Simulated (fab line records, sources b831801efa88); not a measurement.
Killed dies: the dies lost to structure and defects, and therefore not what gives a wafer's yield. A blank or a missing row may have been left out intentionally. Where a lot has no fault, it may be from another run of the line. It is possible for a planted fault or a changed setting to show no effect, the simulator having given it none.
fab line records | flow sky130
record lots=14 | wafers=42 | last-day=50
route steps=708 shown SONOS_ONO@168 PAD_OPEN@708
lots that met no fault: taken from a fault-free run of the same line
start-h: hours from the record's first day to the start of the lot's first wafer shown | wait-h: how many hours have passed since the lot's step before this one | " as in the row above | L1.1+2: one row covering several wafers at once | - no value present, or no start provided | * or withheld: withheld | < > ~ a bound
route shown NAME@n: names a module that has steps shown in the file, with the first one's number in the route | usual: mean/standard deviation of fault-free wafers | same: alike in all rows | chamber/n: place in a boat | sites: the reading at each site | _std_site: the standard deviation of these | _edge_site: outer sites' mean less inner sites' | radius-mm: how far each site lies from the wafer's centre | mask NAME#n: copy n | behind: the most recent tool/chamber to have shaped the wafer | hold: cause of the lot's hold/its duration in hours/its outcome | device: the transistor (n, p or np) that didn't switch | end of line: the route-end tests of the same wafers | step lacking rows: just its recipe | killed: not the wafer's yield, but the dies lost to structure and defects at the first sort | map: a wafer's dies, x killed, . not, _ none there
set.NAME: the setting the step ran with; set.NAME@STEP: the setting that earlier step ran with | model.NAME: the simulator's own value behind a step, which no gauge read
route steps across a sampled set of lots; one table per step, one row per wafer
services: when a tool's chamber went out of use (start-h, in hours from the record's first day, below 0 if earlier), for how many hours, and the reason
## steps
# step SKY_SONOS_ONO_OXIDATION_00
# recipe temp-c=800 | ambient=O2 | idle-temp-c=700 | ramp-up-c-per-min=10 | ramp-down-c-per-min=3 | stabilise-s=600 | purge-s=300 | target-thk-a=26 | ox-time-s=1249
# usual ramp-down-c-per-min=3.0000/0.00048 | ramp-up-c-per-min=10.0000/0.0018 | spike-tc-bottom-C=820.5/2.1 | spike-tc-centre-C=799.1/1.2 | spike-tc-lower-C=799.7/1.4 | spike-tc-top-C=814.0/2.5 | spike-tc-upper-C=801.1/0.97 | tube-center-temp-C=800/0.071 | tube_center_temp_C_max=802.0/0.35 | zone-power-centre-pct=14.48/0.22 | zone-power-upper-pct=14.1/0.36
lot.wafer | tool       | chamber | start-h | wait-h | ramp-down-c-per-min | ramp-up-c-per-min | spike-tc-bottom-C | spike-tc-centre-C | spike-tc-lower-C | spike-tc-top-C | spike-tc-upper-C | tube-center-temp-C | tube_center_temp_C_max | zone-power-centre-pct | zone-power-upper-pct
L917.1    | furnace-01 | 0       | 246.10  | 1.0    | 2.9996              | 9.9985            | 819.6             | 799.9             | 798.7            | 817.0          | 798.4            | 800.02             | 802.0                  | 14.18                 | 13.9
L917.4    | "          | 0       | "       | "      | 3.0002              | 10.001            | 818.9             | 797.6             | 798.7            | 816.3          | 802.1            | 800                | 802.3                  | 14.36                 | 13.9
L917.6    | "          | 0       | "       | "      | 2.9997              | 10.001            | 817.6             | 800.0             | 799.5            | 814.2          | 800.0            | 800.12             | 802.2                  | 14.33                 | 13.9
L918.1    | furnace-02 | 0       | 255.27  | 0.6    | 3.0001              | 9.9982            | 823.0             | 799.1             | 801.1            | 810.9          | 800.8            | 800.02             | 801.7                  | 14.40                 | 14.7
L918.3    | "          | 0       | "       | "      | 3.0003              | 10.001            | 822.5             | 796.9             | 801.8            | 813.6          | 801.6            | 799.99             | 802.0                  | 14.85                 | 14.7
L918.4    | "          | 0       | "       | "      | 3.0007              | 9.9978            | 823.7             | 800.7             | 800.6            | 811.1          | 801.7            | 799.93             | 802.3                  | 14.82                 | 14.6
L919.2    | furnace-02 | 0       | 266.83  | 1.2    | 3.0006              | 9.9992            | 823.0             | 798.5             | 802.2            | 812.3          | 802.6            | 799.9              | 802.6                  | 14.86                 | 14.4
L919.5    | "          | 0       | "       | "      | 2.9998              | 9.9984            | 824.5             | 797.3             | 799.8            | 812.5          | 801.4            | 800.02             | 801.7                  | 14.90                 | 14.6
L919.6    | "          | 0       | "       | "      | 2.9998              | 9.9975            | 823.2             | 799.4             | 801.8            | 812.7          | 801.3            | 799.97             | 802.3                  | 14.59                 | 14.6
L920.1    | furnace-01 | 0       | 272.11  | 1.9    | 3.0001              | 9.9981            | 819.1             | 798.9             | 800.9            | 817.5          | 799.9            | 800.04             | 802.4                  | 14.39                 | 13.8
L920.3    | "          | 0       | "       | "      | 2.9998              | 10.003            | 819.9             | 799.6             | 800.7            | 816.0          | 801.4            | 799.93             | 801.1                  | 14.40                 | 14.0
L920.6    | "          | 0       | "       | "      | 2.9996              | 10.001            | 819.2             | 799.0             | 798.2            | 814.4          | 801.7            | 799.94             | 801.7                  | 14.37                 | 13.9
L921.1    | furnace-02 | 0       | 275.04  | 0.5    | 3.0006              | 9.9993            | 823.3             | 800.7             | 799.9            | 810.3          | 801.6            | 799.97             | 802.3                  | 14.67                 | 14.3
L921.3    | "          | 0       | "       | "      | 2.9996              | 9.9988            | 822.5             | 798.6             | 800.6            | 811.2          | 801.5            | 800                | 801.5                  | 14.74                 | 14.7
L921.5    | "          | 0       | "       | "      | 3.0004              | 9.9988            | 822.5             | 797.1             | 799.8            | 810.5          | 800.0            | 799.93             | 801.8                  | 14.54                 | 14.6
L924.2    | furnace-01 | 0       | 298.04  | 0.1    | 3.0000              | 10.002            | 792.7             | 774.1             | 773.2            | 790.3          | 776.8            | 774.78             | 776.6                  | 13.48                 | 13.1
L924.4    | "          | 0       | "       | "      | 3.0008              | 10.001            | 795.2             | 773.8             | 774.6            | 789.9          | 775.5            | 774.91             | 777.0                  | 13.38                 | 13.0
L924.5    | "          | 0       | "       | "      | 2.9999              | 10.000            | 792.9             | 773.0             | 776.2            | 790.9          | 776.0            | 774.76             | 776.9                  | 13.70                 | 12.7
L925.2    | furnace-01 | 0       | 307.85  | 2.2    | 2.9999              | 9.9985            | 795.4             | 772.1             | 774.8            | 792.5          | 775.9            | 774.86             | 776.5                  | 13.67                 | 13.0
L925.4    | "          | 0       | "       | "      | 3.0006              | 10.003            | 795.5             | 772.1             | 772.6            | 792.0          | 774.8            | 774.83             | 776.7                  | 13.51                 | 13.1
L925.6    | "          | 0       | "       | "      | 2.9998              | 10.002            | 795.2             | 775.7             | 772.6            | 790.1          | 776.5            | 774.77             | 776.3                  | 13.49                 | 13.0
L934.1    | furnace-02 | 0       | 381.64  | 0.4    | 3.0002              | 10.002            | 823.6             | 799.6             | 800.5            | 811.9          | 801.8            | 800                | 801.9                  | 14.84                 | 14.6
L934.3    | "          | 0       | "       | "      | 3.0007              | 10.004            | 821.8             | 797.0             | 800.7            | 811.6          | 801.2            | 800.03             | 801.8                  | 14.60                 | 14.6
L934.6    | "          | 0       | "       | "      | 3.0005              | 10.002            | 822.8             | 798.0             | 801.9            | 812.1          | 800.9            | 799.91             | 802.5                  | 14.78                 | 14.6
L935.1    | furnace-02 | 0       | 385.93  | 0.0    | 2.9998              | 9.9991            | 821.8             | 799.4             | 800.8            | 809.5          | 800.6            | 800.23             | 803.3                  | 14.38                 | 14.5
L935.2    | "          | 0       | "       | "      | 3.0001              | 10.003            | 821.7             | 798.2             | 800.1            | 811.1          | 800.2            | 800.04             | 802.5                  | 14.79                 | 14.6
L935.4    | "          | 0       | "       | "      | 3.0002              | 10.002            | 821.9             | 797.0             | 801.5            | 811.0          | 801.1            | 799.91             | 802.0                  | 14.69                 | 14.4
L936.1    | furnace-01 | 0       | 403.57  | 0.6    | 2.9997              | 10.002            | 819.5             | 799.5             | 798.9            | 815.6          | 801.8            | 800.06             | 801.9                  | 14.35                 | 13.8
L936.2    | "          | 0       | "       | "      | 2.9991              | 9.9980            | 818.4             | 800.1             | 798.4            | 814.0          | 801.2            | 799.96             | 802.2                  | 13.99                 | 14.0
L936.5    | "          | 0       | "       | "      | 2.9999              | 10.001            | 819.1             | 800.5             | 797.3            | 814.9          | 800.8            | 799.9              | 801.7                  | 14.38                 | 13.7
L937.3    | furnace-01 | 0       | 413.34  | 0.6    | 3.0004              | 9.9983            | 818.4             | 800.1             | 798.6            | 815.6          | 800.1            | 799.95             | 801.8                  | 14.51                 | 13.7
L937.5    | "          | 0       | "       | "      | 3.0003              | 10.002            | 820.1             | 800.0             | 799.0            | 815.7          | 801.1            | 799.9              | 801.5                  | 14.35                 | 13.8
L937.6    | "          | 0       | "       | "      | 2.9999              | 10.002            | 818.9             | 801.6             | 800.8            | 814.5          | 800.4            | 799.98             | 801.7                  | 14.36                 | 13.8
L938.1    | furnace-01 | 0       | 421.27  | 0.7    | 3.0003              | 10.004            | 818.0             | 800.8             | 798.5            | 817.9          | 801.6            | 800.1              | 802.4                  | 14.65                 | 13.6
L938.3    | "          | 0       | "       | "      | 3.0006              | 10.002            | 817.5             | 799.5             | 799.6            | 816.5          | 799.9            | 799.97             | 802.3                  | 14.42                 | 14.1
L938.6    | "          | 0       | "       | "      | 3.0000              | 9.9979            | 818.5             | 801.0             | 800.5            | 814.8          | 800.4            | 800.01             | 802.0                  | 14.38                 | 13.8
L939.1    | furnace-01 | 0       | 439.29  | 0.0    | 3.0003              | 9.9936            | 817.6             | 800.1             | 799.6            | 816.4          | 799.1            | 799.95             | 802.6                  | 14.18                 | 13.7
L939.2    | "          | 0       | "       | "      | 3.0006              | 9.9968            | 819.1             | 800.2             | 798.0            | 815.6          | 801.9            | 800.16             | 801.9                  | 14.17                 | 14.0
L939.4    | "          | 0       | "       | "      | 2.9998              | 9.9990            | 819.2             | 799.7             | 799.2            | 814.6          | 801.1            | 800.03             | 802.7                  | 14.44                 | 13.6
L940.1    | furnace-01 | 0       | 454.52  | 0.3    | 2.9997              | 10.000            | 817.8             | 799.6             | 800.0            | 816.6          | 801.2            | 799.96             | 802.1                  | 14.60                 | 13.7
L940.2    | "          | 0       | "       | "      | 3.0004              | 9.9982            | 820.4             | 798.8             | 798.7            | 816.4          | 800.1            | 800                | 801.7                  | 14.35                 | 14.1
L940.4    | "          | 0       | "       | "      | 2.9984              | 10.001            | 819.4             | 798.6             | 798.6            | 815.4          | 802.9            | 799.98             | 802.0                  | 14.50                 | 13.7
# step SKY_SONOS_ONO_THK_MEAS_01
# recipe reads=SiO2_of_SONOS_ONO_OXIDATION_00
# usual SONOS_ONO_OXIDATION_THK=2.60/0.049
lot.wafer | tool          | chamber | start-h | wait-h | SONOS_ONO_OXIDATION_THK[nm]
L917.1    | film-metro-03 | -       | 247.45  | 0.0    | 2.60
L917.4    | "             | -       | "       | "      | 2.53
L917.6    | "             | -       | "       | "      | 2.63
L918.1    | film-metro-02 | -       | 256.62  | 0.0    | 2.63
L918.3    | "             | -       | "       | "      | 2.66
L918.4    | "             | -       | "       | "      | 2.61
L919.2    | film-metro-04 | -       | 268.18  | 0.0    | 2.59
L919.5    | "             | -       | "       | "      | 2.56
L919.6    | "             | -       | "       | "      | 2.64
L920.1    | film-metro-03 | -       | 273.46  | 0.0    | 2.68
L920.3    | "             | -       | "       | "      | 2.69
L920.6    | "             | -       | "       | "      | 2.72
L921.1    | film-metro-02 | -       | 276.39  | 0.0    | 2.61
L921.3    | "             | -       | "       | "      | 2.69
L921.5    | "             | -       | "       | "      | 2.62
L924.2    | film-metro-04 | -       | 299.40  | 0.0    | 1.75
L924.4    | "             | -       | "       | "      | 1.80
L924.5    | "             | -       | "       | "      | 1.80
L925.2    | film-metro-02 | -       | 309.21  | 0.0    | 1.78
L925.4    | "             | -       | "       | "      | 1.84
L925.6    | "             | -       | "       | "      | 1.90
L934.1    | film-metro-04 | -       | 382.99  | 0.0    | 2.53
L934.3    | "             | -       | "       | "      | 2.54
L934.6    | "             | -       | "       | "      | 2.61
L935.1    | film-metro-03 | -       | 387.28  | 0.0    | 2.58
L935.2    | "             | -       | "       | "      | 2.54
L935.4    | "             | -       | "       | "      | 2.58
L936.1    | film-metro-03 | -       | 404.92  | 0.0    | 2.61
L936.2    | "             | -       | "       | "      | 2.52
L936.5    | "             | -       | "       | "      | 2.56
L937.3    | film-metro-03 | -       | 414.70  | 0.0    | 2.60
L937.5    | "             | -       | "       | "      | 2.60
L937.6    | "             | -       | "       | "      | 2.62
L938.1    | film-metro-04 | -       | 422.61  | 0.0    | 2.64
L938.3    | "             | -       | "       | "      | 2.60
L938.6    | "             | -       | "       | "      | 2.59
L939.1    | film-metro-02 | -       | 440.63  | 0.0    | 2.55
L939.2    | "             | -       | "       | "      | 2.59
L939.4    | "             | -       | "       | "      | 2.62
L940.1    | film-metro-02 | -       | 455.87  | 0.0    | 2.63
L940.2    | "             | -       | "       | "      | 2.64
L940.4    | "             | -       | "       | "      | 2.68
# step SKY_PAD_OPEN_PROBE_99
# usual killed_at_M0_to_M3=44/7.2 | killed_at_M4_up=3.4/2.1 | killed-at-contacts=24/5.5 | killed-at-front-end=15/4.6 | killed-at-other=0.4/0.64 | killed-dies=86/9.1 | killed-open=47/7.5 | killed-short=39/5.8
# same gross-dies=492 | killed-at-back-side=0
lot.wafer | tool      | chamber | start-h | wait-h | killed_at_M0_to_M3 | killed_at_M4_up | killed-at-contacts | killed-at-front-end | killed-at-other | killed-dies | killed-open | killed-short
L919.2    | prober-01 | -       | 1089.73 | 0.1    | 43                 | 5               | 24                 | 12                  | 0               | 84          | 49          | 35
L919.5    | prober-01 | -       | 1089.88 | 0.2    | 35                 | 5               | 23                 | 13                  | 0               | 76          | 37          | 39
L919.6    | prober-01 | -       | 1089.93 | 0.2    | 49                 | 4               | 29                 | 13                  | 0               | 95          | 53          | 42
L921.1    | prober-02 | -       | 1099.89 | 0.1    | 48                 | 2               | 17                 | 17                  | 0               | 84          | 37          | 47
L921.3    | prober-02 | -       | 1099.99 | 0.2    | 49                 | 4               | 18                 | 24                  | 0               | 95          | 54          | 39
L921.5    | prober-02 | -       | 1100.09 | 0.2    | 47                 | 1               | 27                 | 19                  | 0               | 94          | 48          | 45
L920.1    | prober-01 | -       | 1101.01 | 0.1    | 32                 | 0               | 35                 | 18                  | 0               | 85          | 46          | 39
L920.3    | prober-01 | -       | 1101.11 | 0.2    | 40                 | 6               | 23                 | 11                  | 1               | 81          | 45          | 36
L920.6    | prober-01 | -       | 1101.26 | 0.2    | 33                 | 9               | 23                 | 12                  | 0               | 77          | 39          | 38
L924.2    | prober-02 | -       | 1116.87 | 0.1    | 39                 | 3               | 20                 | 17                  | 0               | 79          | 41          | 38
L924.4    | prober-02 | -       | 1116.97 | 0.2    | 41                 | 7               | 25                 | 20                  | 0               | 93          | 49          | 44
L924.5    | prober-02 | -       | 1117.02 | 0.2    | 37                 | 6               | 29                 | 16                  | 1               | 89          | 48          | 41
L925.2    | prober-01 | -       | 1122.18 | 0.1    | 56                 | 7               | 10                 | 13                  | 0               | 86          | 57          | 29
L925.4    | prober-01 | -       | 1122.28 | 0.2    | 35                 | 0               | 32                 | 15                  | 1               | 83          | 41          | 42
L925.6    | prober-01 | -       | 1122.38 | 0.2    | 36                 | 1               | 18                 | 18                  | 1               | 74          | 40          | 33
# killed by level:class
L919.2 VIA1:geometric-particle:open=14 VIA3:geometric-particle:open=8 CONTACT:geometric-particle:open=6 VIA2:geometric-particle:open=6 VIA1:geometric-particle:short=5 METAL4:geometric-particle:short=5 VIA3:geometric-particle:short=5 FIELD_ISO:geometric-particle:open=4
L919.5 CONTACT:geometric-particle:open=9 VIA1:geometric-particle:open=8 METAL1:geometric-particle:short=8 VIA3:geometric-particle:open=6 POLY_GATE:geometric-particle:short=5 LI_CONTACT:geometric-particle:open=5 METAL2:geometric-particle:short=5 LOCAL_INTERCONNECT:geometric-particle:short=4
L919.6 VIA3:geometric-particle:open=12 LI_CONTACT:geometric-particle:open=11 CONTACT:geometric-particle:open=8 VIA1:geometric-particle:open=8 LOCAL_INTERCONNECT:geometric-particle:short=6 VIA1:geometric-particle:short=6 VIA2:geometric-particle:open=6 FIELD_ISO:geometric-particle:short=4
L921.1 METAL1:geometric-particle:short=12 VIA1:geometric-particle:open=7 VIA3:geometric-particle:open=6 FIELD_ISO:geometric-particle:short=5 LI_CONTACT:geometric-particle:open=5 CONTACT:geometric-particle:open=5 POLY_GATE:geometric-particle:short=4 VIA2:geometric-particle:short=4
L921.3 VIA1:geometric-particle:open=11 VIA3:geometric-particle:open=7 CONTACT:geometric-particle:open=6 VIA1:geometric-particle:short=6 FIELD_ISO:geometric-particle:open=5 POLY_GATE:geometric-particle:short=5 POLY_GATE:geometric-particle:open=5 LI_CONTACT:geometric-particle:open=5
L921.5 LI_CONTACT:geometric-particle:open=9 CONTACT:geometric-particle:open=8 VIA2:geometric-particle:open=8 METAL1:geometric-particle:short=7 VIA3:geometric-particle:open=7 VIA1:geometric-particle:short=6 VIA1:geometric-particle:open=6 FIELD_ISO:geometric-particle:short=5
L920.1 VIA1:geometric-particle:open=11 LOCAL_INTERCONNECT:geometric-particle:short=10 CONTACT:geometric-particle:open=9 LI_CONTACT:geometric-particle:open=8 POLY_GATE:geometric-particle:open=5 METAL1:geometric-particle:short=5 POLY_GATE:geometric-particle:short=4 VIA1:geometric-particle:short=4
L920.3 LI_CONTACT:geometric-particle:open=10 VIA1:geometric-particle:open=10 VIA2:geometric-particle:open=7 CONTACT:geometric-particle:open=6 METAL1:geometric-particle:short=6 METAL4:geometric-particle:short=5 POLY_GATE:geometric-particle:short=4 VIA1:geometric-particle:short=4
L920.6 VIA1:geometric-particle:open=9 LI_CONTACT:geometric-particle:open=8 METAL2:geometric-particle:short=6 METAL4:geometric-particle:short=6 POLY_GATE:geometric-particle:short=5 VIA3:geometric-particle:open=5 CONTACT:geometric-particle:short=4 CONTACT:geometric-particle:open=4
L924.2 CONTACT:geometric-particle:open=8 VIA2:geometric-particle:open=7 VIA1:geometric-particle:open=6 METAL3:geometric-particle:short=6 POLY_GATE:geometric-particle:open=5 LI_CONTACT:geometric-particle:open=5 VIA1:geometric-particle:short=5 LOCAL_INTERCONNECT:geometric-particle:short=4
L924.4 VIA1:geometric-particle:open=15 CONTACT:geometric-particle:open=8 METAL2:geometric-particle:short=6 FIELD_ISO:geometric-particle:open=5 CONTACT:geometric-particle:short=5 LOCAL_INTERCONNECT:geometric-particle:short=5 METAL4:geometric-particle:short=5 METAL1:geometric-particle:short=4
L924.5 CONTACT:geometric-particle:open=15 VIA1:geometric-particle:open=9 POLY_GATE:geometric-particle:open=6 METAL1:geometric-particle:short=6 METAL4:geometric-particle:short=6 LI_CONTACT:geometric-particle:open=5 LOCAL_INTERCONNECT:geometric-particle:short=5 FIELD_ISO:geometric-particle:short=4
L925.2 VIA1:geometric-particle:open=13 VIA2:geometric-particle:open=9 FIELD_ISO:geometric-particle:open=8 VIA3:geometric-particle:open=8 METAL2:geometric-particle:short=6 CONTACT:geometric-particle:open=5 VIA2:geometric-particle:short=4 METAL3:geometric-particle:short=4
L925.4 CONTACT:geometric-particle:open=9 VIA3:geometric-particle:open=7 LI_CONTACT:geometric-particle:short=6 FIELD_ISO:geometric-particle:open=5 LOCAL_INTERCONNECT:geometric-particle:short=5 CONTACT:geometric-particle:short=5 METAL1:geometric-particle:short=5 METAL2:geometric-particle:short=5
L925.6 VIA1:geometric-particle:open=9 METAL2:geometric-particle:short=7 CONTACT:geometric-particle:open=6 LI_CONTACT:geometric-particle:open=5 METAL1:geometric-particle:short=5 VIA3:geometric-particle:open=5 FIELD_ISO:geometric-particle:short=4 FIELD_ISO:geometric-particle:open=4
## services
tool       | chamber | start-h | hours | kind
furnace-02 | -       | 228.02  | 3.9   | pm
furnace-01 | -       | 303.59  | 2.9   | pm
furnace-01 | -       | 316.26  | 31.1  | repair
furnace-02 | -       | 353.25  | 2.6   | pm
furnace-01 | -       | 368.63  | 2.6   | pm
## key
first-sign step=SKY_SONOS_ONO_OXIDATION_00 | reading=tube-center-temp-C | direction=down | sigmas=99+ | usual=* | struck=*
effect step=SKY_SONOS_ONO_OXIDATION_00 | reading=tube_center_temp_C_max | direction=down | sigmas=71 | usual=* | struck=*
effect step=SKY_SONOS_ONO_THK_MEAS_01 | reading=SONOS_ONO_OXIDATION_THK | direction=down | sigmas=16 | usual=2.60 | struck=1.81
met-at SKY_SONOS_ONO_OXIDATION_00
struck-lots L924,L925
tester-left-out L924,L925
onset-between 272.11 298.04
fault kind=process-parameter-drift | tool=furnace-01 | chamber=- | onset-h=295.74 | steps=SKY_SONOS_ONO_OXIDATION_00 | channel=temp-c | offset=* | shape=step | end-h=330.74 | acts-in=* | stated=*
# tester-left-out: of these lots the tester's yield and bins aren't shown, on N5 and GAA mostly nor the transistor test; their killed dies are dies lost to structure and defects alone, not to doping, threshold or leakage, so they don't give the yield
